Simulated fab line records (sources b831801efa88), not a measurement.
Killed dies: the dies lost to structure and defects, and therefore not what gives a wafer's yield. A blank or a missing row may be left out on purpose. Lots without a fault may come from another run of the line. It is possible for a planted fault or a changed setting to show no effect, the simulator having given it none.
One fault through the eyes of 2 desks | flow gf180mcu | each desk holds nothing but its own numbers, with what lay behind them at the end

## TOOL OWNER'S DESK, pvd_sputter-04
The tool's own readings at GF_TOP_METAL_SPUTTER_02 (material AlCu, target thk 900 nm, time 47.82 s): means of the sampled wafers that have a number, for each lot that ran on this tool. If a lot's mean is further than 4 standard deviations from the usual mean, the lot is out of limits and carries the mark OUT (the distance appears in the brackets).
Columns: A = throttle_valve_pct at GF_TOP_METAL_SPUTTER_02, usual 30.2 %
lot  | first seen here | A
L175 | day 28 00:55    | 29.3
L186 | day 31 16:56    | 29.0
L197 | day 34 10:02    | 30.5
This desk's verdict: no lot among the 3 shows anything out of limits.

## FROM THE METROLOGY DESK
What the gauges read for every lot (on any tool): the sampled wafers with a number, averaged. If a lot's mean is further than 4 standard deviations from the usual mean, the lot is out of limits and carries the mark OUT (the distance appears in the brackets).
Columns: A = V5_W_RS at GF_V5_RS_MEAS_24, usual 0.328 ohm/sq; B = V5_W_THK at GF_V5_THK_MEAS_25, usual 356 nm; C = TOP_METAL_ALCU_RS at GF_TOP_METAL_RS_MEAS_05, usual 0.0327 ohm/sq; D = TOP_METAL_ALCU_THK at GF_TOP_METAL_THK_MEAS_06, usual 895 nm; E = cd_nm at GF_TOP_METAL_CD_MEAS_14, usual 439.6 nm; F = TOP_METAL_OVL at GF_TOP_METAL_OVL_MEAS_15, usual -0.2 nm
lot  | first seen here | A     | B   | C      | D   | E     | F
L175 | day 28 00:19    | 0.331 | 355 | 0.0330 | 886 | 438.3 | 0.3
L186 | day 31 16:11    | 0.322 | 359 | 0.0323 | 907 | 443.4 | -3.2
L190 | day 32 19:58    | 0.334 | 348 | 0.0332 | 882 | 440.5 | -0.2
L196 | day 34 08:43    | 0.324 | 364 | 0.0326 | 892 | 440.0 | 1.2
L197 | day 34 09:25    | 0.327 | 361 | 0.0326 | 892 | 441.6 | -0.8
This desk's verdict: no lot among the 5 shows anything out of limits.

## ALL TOGETHER
Nothing out of limits was seen by the tool owner's desk.
Nothing out of limits was seen by the metrology desk.

## WHAT HAD BEEN PUT IN BY THE SIMULATOR
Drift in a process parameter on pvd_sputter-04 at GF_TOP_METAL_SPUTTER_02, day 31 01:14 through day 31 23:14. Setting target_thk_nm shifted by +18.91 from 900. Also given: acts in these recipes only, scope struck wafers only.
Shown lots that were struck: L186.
